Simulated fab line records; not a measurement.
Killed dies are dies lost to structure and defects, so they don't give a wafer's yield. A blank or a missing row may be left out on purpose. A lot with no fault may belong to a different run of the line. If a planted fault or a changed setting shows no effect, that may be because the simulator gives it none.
A sampling plan put to the test ; flow gf180mcu ; one fab line, 11 faults that these records tell of, each judged on the records of the lots that it struck; 1 more is left out, because the records don't allow judging it
The plan consists of the line's own looks: route steps at which the wafer is read by a gauge or an inspection but not changed. A look is open to judgement when struck wafers have a number at it and the file gives its usual mean and standard deviation on fault-free wafers. Caught: at a look after the fault's first step, the mean of the struck wafers lies 4 or more of those standard deviations (sigma) from the usual mean. On the tool: the same test on the tool's own readings at the fault's steps. If the struck wafers alone have a blank record, or they carry another recipe, that too counts as caught.

THE FAULTS, as the simulator had put them in
1. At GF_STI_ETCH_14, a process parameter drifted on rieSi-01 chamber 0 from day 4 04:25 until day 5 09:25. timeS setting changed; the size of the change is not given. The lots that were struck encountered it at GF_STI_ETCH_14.
2. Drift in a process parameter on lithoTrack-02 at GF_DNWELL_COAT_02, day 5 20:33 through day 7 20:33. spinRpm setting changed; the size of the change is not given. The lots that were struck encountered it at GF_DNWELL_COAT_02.
3. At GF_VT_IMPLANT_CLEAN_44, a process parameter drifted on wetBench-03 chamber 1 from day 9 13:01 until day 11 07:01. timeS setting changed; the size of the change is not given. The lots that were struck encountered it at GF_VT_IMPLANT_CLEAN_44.
4. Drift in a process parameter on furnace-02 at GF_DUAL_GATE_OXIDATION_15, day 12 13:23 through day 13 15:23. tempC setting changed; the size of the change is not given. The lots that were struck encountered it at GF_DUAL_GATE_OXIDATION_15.
5. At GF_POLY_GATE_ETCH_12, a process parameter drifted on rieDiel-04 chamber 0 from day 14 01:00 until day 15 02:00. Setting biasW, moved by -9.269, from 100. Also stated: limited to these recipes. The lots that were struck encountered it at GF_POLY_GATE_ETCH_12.
6. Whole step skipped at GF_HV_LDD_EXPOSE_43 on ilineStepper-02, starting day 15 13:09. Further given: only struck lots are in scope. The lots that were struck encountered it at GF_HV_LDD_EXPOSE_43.
7. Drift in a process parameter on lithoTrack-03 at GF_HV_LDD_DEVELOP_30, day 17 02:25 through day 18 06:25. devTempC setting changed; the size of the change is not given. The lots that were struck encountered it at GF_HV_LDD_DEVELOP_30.
8. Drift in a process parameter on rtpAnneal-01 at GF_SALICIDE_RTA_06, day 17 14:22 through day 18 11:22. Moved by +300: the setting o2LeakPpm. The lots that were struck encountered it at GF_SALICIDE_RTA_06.
9. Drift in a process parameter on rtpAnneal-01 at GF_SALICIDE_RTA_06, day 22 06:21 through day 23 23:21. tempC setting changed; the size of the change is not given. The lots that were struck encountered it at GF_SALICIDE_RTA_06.
10. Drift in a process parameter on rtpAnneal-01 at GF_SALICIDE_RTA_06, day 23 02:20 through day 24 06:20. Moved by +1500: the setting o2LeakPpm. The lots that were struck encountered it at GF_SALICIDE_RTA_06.
11. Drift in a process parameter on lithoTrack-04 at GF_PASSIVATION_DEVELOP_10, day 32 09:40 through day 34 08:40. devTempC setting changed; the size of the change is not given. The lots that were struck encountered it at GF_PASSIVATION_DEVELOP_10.

WHAT THE PLAN SAW
fault;on the tool itself;first look that catches it;reading, sigma;median hours from its first step to that look;hours from the fault's start to the first struck lot there;judged looks passed uncaught
1;runLengthS +9.7 sigma;no look after it can be judged;-;-;-;0
2;spinSpeedRpm +26 sigma;not the one look that can be judged after it;-;-;-;1
3;runLengthS -34 sigma;not the one look that can be judged after it;-;-;-;1
4;tubeCenterTempC +99 or beyond sigma;not the one look that can be judged after it;-;-;-;1
5;biasW -33 sigma;not the one look that can be judged after it;-;-;-;1
6;no reading that can be judged;no look after it can be judged;-;-;-;0
7;developerTempC +9.4 sigma;not the one look that can be judged after it;-;-;-;1
8;chamberO2Ppm +99 or beyond sigma;no look after it can be judged;-;-;-;0
9;wafer_temp_C_max -71 sigma;no look after it can be judged;-;-;-;0
10;chamberO2Ppm +99 or beyond sigma;no look after it can be judged;-;-;-;0
11;developerTempC -8.6 sigma;no look after it can be judged;-;-;-;0
A dash: this means the fault isn't caught or the number doesn't appear in these records.

Caught at a look: 0 of 11. Caught on the tool: 10 of 11. By one or the other: 10 of 11.
On the tool alone, faults 1, 2, 3, 4, 5, 7, 8, 9, 10, 11 were caught.
Caught by neither: fault 6.
